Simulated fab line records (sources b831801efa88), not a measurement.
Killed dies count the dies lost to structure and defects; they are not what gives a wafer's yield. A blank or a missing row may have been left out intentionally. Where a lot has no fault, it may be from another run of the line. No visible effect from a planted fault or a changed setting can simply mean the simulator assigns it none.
fab line records    flow sky130
[record] lots = 3  wafers = 9  lastDay = 50
route steps=708 shown RES_PROTECT@206 POLY_GATE@213 LDD_N@237 LDD_LDN@303 POLY_CUT@318 PAD_OPEN@708
lots with no fault: from the same line, run without faults
startH: hours from the record's opening day to when the first of the lot's shown wafers began    waitH: time in hours since the lot's previous step    " unchanged from the row above    L1.1+2: a row that stands for several wafers    - no value, or no start was given    * or withheld: withheld    < > ~ a bound
route shown NAME@n: NAME is a module with steps in the file, n the number in the route of the first one    usual: the fault-free wafers' mean and standard deviation    same: alike in all rows    chamber/n: place in a boat    sites: the reading at each site    _std_site: how widely they spread, as a standard deviation    _edge_site: the outer-site mean with the inner-site mean subtracted    radiusMm: for every site, how far away it sits from the centre of the wafer    mask NAME#n: copy n    behind: the most recent tool/chamber to have shaped the wafer    hold: why the lot went on hold/how many hours it stayed there/how the hold came to an end    device: which transistor (n, p or np) failed to switch    end of line: at the end of the route, the tests of the same wafers    a step with no rows: only its recipe    killed: the dies lost at the first sort to structure and to defects; this is not the yield of the wafer    map: shows each die of a wafer: x if killed, . if not, _ if none is there
set.NAME: the run value of the setting; set.NAME@STEP: its run value at that earlier step    model.NAME: the simulator's own value behind a step, which no gauge read
lots at selected steps of the route; one table per step, one row per wafer
services: from which hour (startH, from the record's first day; less than 0 if before it) a tool's chamber was out of use, for how many hours, and why
[[steps]]
[step SKY_RES_PROTECT_DEHYDRATE_00]
[recipe] tempC = 200  timeS = 60
[step SKY_RES_PROTECT_HMDS_01]
[recipe] primeTimeS = 60  primeTempC = 120
[step SKY_RES_PROTECT_COAT_02]
[recipe] resist = NOVOLAK  spinRpm = 3000  resistThkNm = 1140
[step SKY_RES_PROTECT_SOFTBAKE_03]
[recipe] tempC = 90  timeS = 60  resist = NOVOLAK
[step SKY_RES_PROTECT_EXPOSE_04]
[recipe] maskId = RPM  na = 0.6  sourceShape = conventional  sigmaOuter = 0.6  polarization = unpolarized  targetCdNm = 1270  doseMj = 131
[step SKY_RES_PROTECT_PEB_05]
[recipe] tempC = withheld  timeS = *  resist = NOVOLAK
[step SKY_RES_PROTECT_DEVELOP_06]
[recipe] resist = NOVOLAK  developer = TMAH  developTimeS = 60  devTempC = 23
[step SKY_POLY_GATE_IMPLANT_02]
[recipe] species = P  energyKev = 30  doseCm2 = 7.7e+15  tiltDeg = 0
[step SKY_RES_PROTECT_STRIP_07]
[recipe] chemistry = O2/N2  powerW = 1400  pressureMtorr = 1500  platenTempC = withheld  o2FlowSccm = 3000  n2FlowSccm = 300  overashFraction = 0.5
[step SKY_RES_PROTECT_CLEAN_09]
[recipe] chemistry = SC1/SC2  mix = 1:4:20  tempC = 70  timeS = 150  dry = n2Spin
[step SKY_POLY_GATE_CVD_03]
[recipe] material = Si3N4  precursor = DCS/NH3  targetThkNm = 75  tempC = 770  timeS = 1290  pressureMtorr = 250
[usual] zonePowerCentrePct = 13.6/0.99  zonePowerTopPct = 25.3/0.32  zonePowerUpperPct = 12.69/0.13
lot.wafer  tool      chamber  startH  waitH  zonePowerCentrePct  zonePowerTopPct  zonePowerUpperPct  model.Si3N4_of_POLY_GATE_CVD_03.thkNm
L572.2     lpcvd-02  0        410.44  0.1    12.1                25.7             12.62              74.64
L572.4     "         0        "       "      12.3                25.9             12.56              74.77
L572.6     "         0        "       "      12.1                25.6             12.76              74.47
L577.3     lpcvd-02  0        454.44  0.0    12.2                25.5             12.48              101.1
L577.5     "         0        "       "      12.3                25.6             12.66              100.5
L577.6     "         0        "       "      12.2                25.9             12.65              99.89
L587.1     lpcvd-02  1        537.59  0.0    14.3                25.4             12.44              75.08
L587.2     "         1        "       "      14.5                25.0             12.75              74.33
L587.3     "         1        "       "      14.2                25.0             12.73              74.94
[step SKY_POLY_GATE_THK_MEAS_04]
[recipe] reads = Si3N4_of_POLY_GATE_CVD_03
[usual] POLY_GATE_CVD_03_THK = 74.8/0.68
lot.wafer  tool          chamber  startH  waitH  POLY_GATE_CVD_03_THK[nm]
L572.2     filmMetro-04  -        411.81  0.0    74.6
L572.4     "             -        "       "      74.7
L572.6     "             -        "       "      74.5
L577.3     filmMetro-01  -        455.82  0.0    101.1
L577.5     "             -        "       "      100.5
L577.6     "             -        "       "      99.7
L587.1     filmMetro-03  -        538.95  0.0    75.1
L587.2     "             -        "       "      74.3
L587.3     "             -        "       "      74.9
[step SKY_POLY_GATE_DEHYDRATE_05]
[recipe] tempC = 200  timeS = 60
[step SKY_POLY_GATE_HMDS_06]
[recipe] primeTimeS = 60  primeTempC = 120
[step SKY_POLY_GATE_COAT_07]
[recipe] resist = BARC  tempC = withheld  timeS = withheld  spinRpm = 3000  resistThkNm = 110
[step SKY_POLY_GATE_COAT_08]
[recipe] resist = KrF-thick  spinRpm = 3000  resistThkNm = 450
[step SKY_POLY_GATE_SOFTBAKE_09]
[recipe] tempC = 100  timeS = 90  resist = KrF-thick
[step SKY_POLY_GATE_EXPOSE_10]
[recipe] maskId = P1M  na = 0.68  sourceShape = conventional  sigmaOuter = 0.6  targetCdNm = 150  doseMj = 28
[step SKY_POLY_GATE_PEB_11]
[recipe] pebTempC = withheld  pebTimeS = withheld  resist = KrF-thick
[step SKY_POLY_GATE_DEVELOP_12]
[recipe] developTimeS = 60  resist = KrF-thick  devTempC = 21
[step SKY_POLY_GATE_ETCH_15]
[recipe] chemistry = N2/H2  target = BARC  ionEnergyEv = 200  sourceW = 500  biasW = 100  pressureMtorr = 30  n2FlowSccm = 100  h2FlowSccm = 200  stopOn = SiO2  timeS = 118.5  targetDepthA = 1100
[step SKY_POLY_GATE_ETCH_16]
[recipe] stopOn = poly-Si  chemistry = CH3F/O2  target = Si3N4  sourceW = 400  biasW = 80  pressureMtorr = 25  ch3fFlowSccm = 40  O2_flow_sccm = 30  timeS = 147.5  targetDepthA = 750
[usual] O2_flow_sccm = 29.99/0.085  drypumpMotorCurrentA = 5.9/0.5  oesProductAu = 0.640/0.0051  throttleValvePct = 10.536/0.0084
lot.wafer  tool        chamber  startH  waitH  O2_flow_sccm  drypumpMotorCurrentA  oesProductAu  rfHoursCounterH  throttleValvePct  model.etch.depthNm
L572.2     rieDiel-03  1        443.49  0.0    29.98         5.0                   0.634         13               10.535            74.64
L572.4     "           0        "       "      29.93         5.9                   0.632         -                10.538            74.77
L572.6     "           1        "       "      29.85         4.9                   0.646         -                10.540            74.47
L577.3     rieDiel-02  2        488.45  0.0    29.98         5.4                   0.721         11               10.529            101.1
L577.5     "           3        "       "      30.09         6.0                   0.730         -                10.557            100.5
L577.6     "           2        "       "      29.86         5.4                   0.728         -                10.550            99.89
L587.1     rieDiel-03  2        569.59  0.0    30.09         6.6                   0.648         2                10.521            75.08
L587.2     "           3        "       "      30.00         6.1                   0.641         38               10.536            74.33
L587.3     "           0        "       "      30.04         5.9                   0.641         9                10.550            74.94
[step SKY_POLY_GATE_ETCH_17]
[recipe] targetDepthNm = 180  stopOn = SiO2  overEtchFrac = 0.56667  chemistry = HBr/Cl2  target = poly-Si  icpW = 400  biasW = 100  pressureMtorr = 10  HBr_flow_sccm = 150  Cl2_flow_sccm = 50  timeS = 70.5
[step SKY_POLY_GATE_STRIP_18]
[recipe] chemistry = O2/N2  powerW = 1400  pressureMtorr = 1500  platenTempC = withheld  o2FlowSccm = 3000  n2FlowSccm = 300  overashFraction = 0.5
[step SKY_POLY_GATE_CLEAN_19]
[recipe] chemistry = SC1/SC2  mix = 1:4:20  tempC = 70  timeS = 150  dry = n2Spin
[step SKY_POLY_GATE_OXIDATION_20]
[recipe] tempC = 850  ambient = O2  stabiliseS = 600  purgeS = 300  targetThkA = 40  oxTimeS = 899
[step SKY_LDD_N_DEHYDRATE_00]
[recipe] tempC = 200  timeS = 60
[step SKY_LDD_N_HMDS_01]
[recipe] primeTimeS = 60  primeTempC = 120
[step SKY_LDD_N_COAT_02]
[recipe] resist = NOVOLAK  spinRpm = 3000  resistThkNm = 300
[step SKY_LDD_N_SOFTBAKE_03]
[recipe] tempC = 90  timeS = 60  resist = NOVOLAK
[step SKY_LDD_N_EXPOSE_04]
[recipe] maskId = NTM  targetCdNm = 840  na = 0.6  sourceShape = conventional  sigmaOuter = 0.6  doseMj = 110
[step SKY_LDD_N_PEB_05]
[recipe] tempC = withheld  timeS = *  resist = NOVOLAK
[step SKY_LDD_N_DEVELOP_06]
[recipe] developTimeS = 60  devTempC = 23
[step SKY_LDD_N_IMPLANT_08]
[recipe] species = As  energyKev = 20  doseCm2 = 7.5e+13  tiltDeg = withheld  rotationDeg = 23
[step SKY_LDD_N_IMPLANT_09]
[recipe] species = As  energyKev = 20  doseCm2 = 7.5e+13  tiltDeg = withheld  rotationDeg = 113
[step SKY_LDD_LDN_CLEAN_14]
[recipe] chemistry = SC1/SC2  mix = 1:4:20  tempC = 70  timeS = 150  dry = n2Spin
[usual] bathHeatDutyPct = 13.6/1.6
lot.wafer  tool         chamber  startH  waitH  bathHeatDutyPct  model.Si3N4_of_POLY_GATE_CVD_03.thkNm
L572.2     wetBench-03  1        604.20  0.0    12.2             74.5
L572.4     "            1        "       "      14.0             74.64
L572.6     "            1        "       "      13.0             74.33
L577.3     wetBench-02  0        643.30  0.0    12.8             101
L577.5     "            0        "       "      12.0             100.3
L577.6     "            0        "       "      12.1             99.75
L587.1     wetBench-03  3        718.63  0.1    15.3             74.94
L587.2     "            3        "       "      16.1             74.19
L587.3     "            3        "       "      16.3             74.8
[step SKY_POLY_CUT_ETCH_11]
[recipe] target = Si3N4  chemistry = CF4/CH2F2/Ar  stopOn = poly-Si  sourceW = 600  biasW = 150  pressureMtorr = 40  cf4FlowSccm = 40  ch2f2FlowSccm = 20  Ar_flow_sccm = 150  timeS = 42.5  targetDepthA = 600
[usual] drypumpMotorCurrentA = 5.9/0.43  oesProductAu = 0.828/0.0065  throttleValvePct = 14.994/0.0085
lot.wafer  tool        chamber  startH  waitH  drypumpMotorCurrentA  oesProductAu  rfHoursCounterH  throttleValvePct  model.etch.depthNm  model.POLY_CUT.featureDepthNm
L572.2     rieDiel-02  1        635.71  0.0    5.6                   0.824         3                14.999            61.29               61.29
L572.4     "           3        "       "      6.0                   0.825         4                15.010            61.5                61.5
L572.6     "           3        "       "      6.0                   0.823         -                14.986            61.38               61.38
L577.3     rieDiel-01  3        674.15  0.0    6.4                   0.975         7                15.018            84.09               84.09
L577.5     "           0        "       "      5.7                   0.989         -                15.005            83.45               83.45
L577.6     "           1        "       "      5.6                   0.974         -                14.997            82.73               82.73
L587.1     rieDiel-01  0        747.45  0.0    5.8                   0.834         9                15.005            61.76               61.76
L587.2     "           3        "       "      6.3                   0.827         8                15.002            61.45               61.45
L587.3     "           2        "       "      6.2                   0.821         2                14.992            61.78               61.78
[step SKY_PAD_OPEN_PROBE_99]
[usual] killed_at_M0_to_M3 = 43/7.9  killed_at_M4_up = 2.9/1.8  killedAtContacts = 24/5.5  killedAtFrontEnd = 15/4.2  killedAtOther = 0.2/0.46  killedDies = 86/11  killedOnRim = 17/4.1  killedOpen = 47/8.1  killedShort = 39/6.4
[same] grossDies = 492  killedAtBackSide = 0
lot.wafer  tool       chamber  startH   waitH  killed_at_M0_to_M3  killed_at_M4_up  killedAtContacts  killedAtFrontEnd  killedAtOther  killedDies  killedOnRim  killedOpen  killedShort  model.etest.liconHighPo.rcOhm  model.etest.liconPoly.rcOhm  model.etest.capLiToPoly.cAfUm2
L572.2     prober-01  -        1131.60  0.1    58                  2                30                16                0              106         14           66          40           352.2                          156.7                        96.71
L572.4     prober-01  -        1131.70  0.2    45                  1                18                15                1              80          14           49          31           350.5                          160.6                        99.28
L572.6     prober-01  -        1131.80  0.2    46                  4                12                8                 0              70          16           32          38           350.3                          152.4                        99.46
L577.3     prober-02  -        1160.87  0.2    39                  3                26                157               0              225         89           45          34           388.9                          142.7                        103.5
L577.5     prober-02  -        1160.97  0.2    39                  2                18                139               1              199         41           42          37           371.2                          146.8                        102
L577.6     prober-02  -        1161.02  0.2    32                  1                21                28                0              82          18           33          27           360.1                          142.6                        101.5
L587.1     prober-02  -        1200.66  0.1    34                  2                16                18                0              70          17           31          39           362.6                          148.1                        99.26
L587.2     prober-02  -        1200.71  0.1    38                  1                24                16                0              79          13           40          39           349.6                          149.5                        96.78
L587.3     prober-02  -        1200.76  0.2    37                  1                24                19                0              81          14           42          39           342.1                          154.9                        98.33
// killed by level:class
L572.2 CONTACT:geometricParticle:open=15 METAL1:geometricParticle:short=12 VIA1:geometricParticle:open=12 LI_CONTACT:geometricParticle:open=10 VIA2:geometricParticle:open=7 VIA3:geometricParticle:open=7 METAL3:geometricParticle:short=6 FIELD_ISO:geometricParticle:short=4
L572.4 VIA3:geometricParticle:open=14 VIA1:geometricParticle:open=12 FIELD_ISO:geometricParticle:open=5 CONTACT:geometricParticle:open=5 FIELD_ISO:geometricParticle:short=4 LI_CONTACT:geometricParticle:open=4 LOCAL_INTERCONNECT:geometricParticle:short=3 CONTACT:geometricParticle:short=3
L572.6 VIA1:geometricParticle:open=11 VIA3:geometricParticle:open=8 METAL2:geometricParticle:short=7 METAL1:geometricParticle:short=4 VIA3:geometricParticle:short=4 METAL4:geometricParticle:short=4 LOCAL_INTERCONNECT:geometricParticle:short=3 POLY_CUT:geometricParticle:short=3
L577.3 POLY_CUT:areaEtch=146 CONTACT:geometricParticle:open=11 VIA1:geometricParticle:open=6 METAL2:geometricParticle:open=6 METAL2:geometricParticle:short=6 VIA3:geometricParticle:open=5 LI_CONTACT:geometricParticle:open=5 LOCAL_INTERCONNECT:geometricParticle:short=5
L577.5 POLY_CUT:areaEtch=120 VIA1:geometricParticle:open=11 LI_CONTACT:geometricParticle:open=7 CONTACT:geometricParticle:open=6 FIELD_ISO:geometricParticle:open=5 POLY_GATE:geometricParticle:short=5 METAL2:geometricParticle:short=5 VIA3:geometricParticle:open=5
L577.6 POLY_CUT:areaEtch=22 CONTACT:geometricParticle:open=11 VIA1:geometricParticle:open=7 VIA2:geometricParticle:open=5 FIELD_ISO:geometricParticle:short=4 CONTACT:geometricParticle:short=4 VIA3:geometricParticle:open=4 VIA3:geometricParticle:short=4
L587.1 FIELD_ISO:geometricParticle:short=11 METAL1:geometricParticle:short=6 VIA3:geometricParticle:open=6 LI_CONTACT:geometricParticle:open=5 FIELD_ISO:geometricParticle:open=4 CONTACT:geometricParticle:open=4 VIA1:geometricParticle:short=4 VIA1:geometricParticle:open=4
L587.2 METAL1:geometricParticle:short=8 CONTACT:geometricParticle:open=7 VIA3:geometricParticle:open=7 FIELD_ISO:geometricParticle:open=6 CONTACT:geometricParticle:short=6 METAL3:geometricParticle:short=6 LI_CONTACT:geometricParticle:open=5 FIELD_ISO:geometricParticle:short=4
L587.3 CONTACT:geometricParticle:open=8 VIA1:geometricParticle:open=6 VIA2:geometricParticle:open=6 LI_CONTACT:geometricParticle:open=5 LOCAL_INTERCONNECT:geometricParticle:short=5 VIA1:geometricParticle:short=5 VIA3:geometricParticle:open=5 POLY_GATE:geometricParticle:open=4
// map L577.3 (x killed, . not)
__________xxxxxxxxxx_________
________xxxxxxxxxxxxxx_______
______xxxxxxxxxxxxxx.xxx_____
_____xxxxxx.xx.x..xxxxxxx____
____xxxxx.x....x..x...xxxx___
___xxxxxxx.....x.xx..x..xxx__
__xxx..xxx.........x...xx.xx_
_xxxxx...................xxxx
_xxxxx...x........x.x....x.xx
_xxxxx.....................xx
_xxxxxx.......x.xx.......xxxx
_xxx.xxxx...x....x..x......xx
_xxxxx....x...x............xx
_xxx.x.x.....xx..........x.xx
_xxxxxx...x....x.........x.xx
__xxxx..............x....x.x_
___xxx...x...x.......x..xxx__
____xxx.................x.___
_____xx.x..x..........x..____
______xxx.x.....x.....xx_____
________xx.x.x.x...xxx_______
__________xxxxxxxx.x_________
// map L572.2 (x killed, . not)
__________.x....x..._________
________....x.....x..._______
______.......xxx......x._____
_____.....x.xx.xx..xx..x.____
____.xx...x.........x...x.___
___....x....x...x...x.x....__
__.......x.x.........xx....._
_....x...........x..x.x..x...
_..x.....x.x...x..x.....x.x..
_...x...x..xxx.....xx........
_.....x.x....xx.x......xx.x..
_.....x.x.......x...x....x...
_..x...xx....x....xx.x..x....
_x.x.x...x.................xx
_.....xxx.......x...x....x...
__...xxx..x.........x......._
___x......x......x..x......__
____...x.xxx.x.....x.x....___
_____.x.x..........x.....____
______x.............x..x_____
________.............._______
__________.x..x....._________
[[services]]
tool         chamber  startH  hours  kind
rieDiel-02   2        395.18  7.4    repair
rieDiel-03   -        404.32  28.1   pm
rieDiel-02   2        414.28  7.2    repair
rieDiel-01   -        438.62  1.2    repair
rieDiel-01   2        440.69  8.2    repair
rieDiel-03   1        472.50  6.0    repair
rieDiel-03   0        476.00  5.0    repair
rieDiel-03   -        477.65  1.0    repair
rieDiel-02   1        515.47  8.6    repair
rieDiel-02   0        522.93  4.4    repair
rieDiel-02   1        539.99  2.4    repair
rieDiel-01   -        544.87  0.3    repair
rieDiel-01   -        565.64  2.8    pm
rieDiel-02   2        577.08  3.0    repair
wetBench-03  -        611.32  1.4    repair
rieDiel-03   -        645.02  2.8    pm
rieDiel-02   -        651.36  14.6   pm
rieDiel-02   3        666.21  14.5   repair
rieDiel-02   -        678.48  0.3    repair
rieDiel-03   2        710.08  2.6    repair
rieDiel-03   0        713.64  5.4    repair
rieDiel-02   1        714.38  1.7    repair
rieDiel-02   1        734.95  9.5    repair
rieDiel-03   1        739.69  4.9    repair
[[key]]
[firstSign] step = SKY_POLY_GATE_THK_MEAS_04  reading = POLY_GATE_CVD_03_THK  direction = up  sigmas = 38  usual = 74.8  struck = 100.5
[effect] step = SKY_POLY_GATE_ETCH_16  reading = oesProductAu  direction = up  sigmas = 17  usual = 0.640  struck = 0.726
[effect] step = SKY_POLY_CUT_ETCH_11  reading = oesProductAu  direction = up  sigmas = 23  usual = 0.828  struck = 0.980
[effect] step = SKY_PAD_OPEN_PROBE_99  reading = killedAtFrontEnd  direction = up  sigmas = 22  usual = 15  struck = 108
[modelEffect] step = SKY_POLY_GATE_CVD_03  value = Si3N4_of_POLY_GATE_CVD_03.thkNm  without = 74.7  struck = 100.5
[modelEffect] step = SKY_POLY_GATE_ETCH_16  value = etch.depthNm  without = 74.7  struck = 100.5
[modelEffect] step = SKY_LDD_LDN_CLEAN_14  value = Si3N4_of_POLY_GATE_CVD_03.thkNm  without = 74.57  struck = 100.4
[modelEffect] step = SKY_POLY_CUT_ETCH_11  value = etch.depthNm  without = 61.98  struck = 83.42
[modelEffect] step = SKY_PAD_OPEN_PROBE_99  value = etest.liconHighPo.rcOhm  without = 347.3  struck = 373.4
[moreKillsBornAt] SKY_POLY_CUT_ETCH_11@rieDiel-01 = 288
metAt SKY_POLY_GATE_CVD_03
struckWafers L577.3,L577.5,L577.6
testerLeftOut L577
onsetBetween 410.44 454.44
[fault] kind = processParameterDrift  tool = lpcvd-02  chamber = 0  onsetH = 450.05  steps = SKY_POLY_GATE_CVD_03  channel = targetThkNm  offset = 25.796  shape = step  endH = 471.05  actsIn = theseRecipesOnly  stated = 75
// testerLeftOut: of these lots the tester's yield and bins aren't shown, on N5 and GAA mostly nor the transistor test; their killed dies are dies lost to structure and defects alone, not to doping, threshold or leakage, so they don't give the yield
